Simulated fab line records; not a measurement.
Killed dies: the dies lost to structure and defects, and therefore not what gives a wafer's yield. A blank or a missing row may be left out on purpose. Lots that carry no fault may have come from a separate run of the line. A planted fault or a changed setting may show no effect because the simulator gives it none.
One fault through the eyes of 2 desks || flow gf180mcu || what lay behind the numbers comes last; until then each desk has only its own

== TOOL OWNER'S DESK, krf_scanner-02 ==
The tool's own readings at GF_STI_EXPOSE_09 (exposes mask COMP, target cd 220 nm): means of the sampled wafers that have a number, for each lot that ran on this tool. Marked OUT: a lot whose mean sits more than 4 standard deviations from the usual mean, which makes it out of limits; the brackets give that distance.
Columns: A = exposure_dose_mJ_cm2 at GF_STI_EXPOSE_09, usual 27.994; B = focus_offset_nm at GF_STI_EXPOSE_09, usual 0.0 nm
{"lot": "L837", "first seen here": "day 2 00:40", "A": 27.997, "B": 0.2}
{"lot": "L841", "first seen here": "day 2 20:44", "A": 28.009, "B": 0.3}
{"lot": "L842", "first seen here": "day 3 01:42", "A": 27.940, "B": -0.3}
{"lot": "L851", "first seen here": "day 4 23:52", "A": "27.666 (-12) OUT", "B": -0.5}
This desk's verdict: out of limits on L851, starting with L851 at day 4 23:52 (exposure_dose_mJ_cm2 at GF_STI_EXPOSE_09). L837, L841, L842: within limits.

== AT THE METROLOGY DESK ==
What the gauges read for every lot (on any tool): the sampled wafers with a number, averaged. Marked OUT: a lot whose mean sits more than 4 standard deviations from the usual mean, which makes it out of limits; the brackets give that distance.
Columns: A = STI_OXIDATION_THK at GF_STI_THK_MEAS_02, usual 10.01 nm; B = cd_nm at GF_STI_CD_MEAS_12, usual 219.9 nm; C = DNWELL_TW at GF_DNWELL_TW_MEAS_09, usual 1364
{"lot": "L836", "first seen here": "day 1 11:32", "A": 10.06, "B": 222.1, "C": 1357}
{"lot": "L837", "first seen here": "day 1 16:31", "A": 9.88, "B": 219.0, "C": 1353}
{"lot": "L838", "first seen here": "day 1 21:54", "A": 10.11, "B": 219.4, "C": 1382}
{"lot": "L840", "first seen here": "day 2 08:38", "A": 9.74, "B": 220.2, "C": 1341}
{"lot": "L841", "first seen here": "day 2 12:31", "A": 9.89, "B": 219.6, "C": 1345}
{"lot": "L842", "first seen here": "day 2 17:31", "A": 10.05, "B": 219.1, "C": 1396}
{"lot": "L844", "first seen here": "day 3 03:37", "A": 10.07, "B": 218.6, "C": 1339}
{"lot": "L845", "first seen here": "day 3 08:31", "A": 9.87, "B": 220.0, "C": 1403}
{"lot": "L851", "first seen here": "day 4 14:37", "A": 10.31, "B": "212.5 (-5.7) OUT", "C": 1378}
{"lot": "L855", "first seen here": "day 5 10:31", "A": 10.23, "B": 219.5, "C": 1376}
{"lot": "L856", "first seen here": "day 5 16:17", "A": 9.89, "B": 218.1, "C": 1393}
{"lot": "L857", "first seen here": "day 5 21:46", "A": 9.93, "B": 219.5, "C": 1345}
This desk's verdict: out of limits on L851, starting with L851 at day 5 06:09 (cd_nm at GF_STI_CD_MEAS_12). L836, L837, L838, L840, L841, L842, L844, L845, L855, L856, L857: within limits.

== PUT TOGETHER ==
The tool owner's desk could have raised an alarm at day 4 23:52, on L851.
L851 would have let the metrology desk raise an alarm at day 5 06:09.
GF_STI_EXPOSE_09 was run on krf_scanner-02 by each of the lots named.

== WHAT HAD BEEN PUT IN BY THE SIMULATOR ==
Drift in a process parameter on krf_scanner-02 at GF_STI_EXPOSE_09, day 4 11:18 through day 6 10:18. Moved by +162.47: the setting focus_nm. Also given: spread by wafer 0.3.
Lots struck among those shown: L851.
Fault start to first reading out of limits, in hours, per desk: tool owner, 13; metrology, 19.
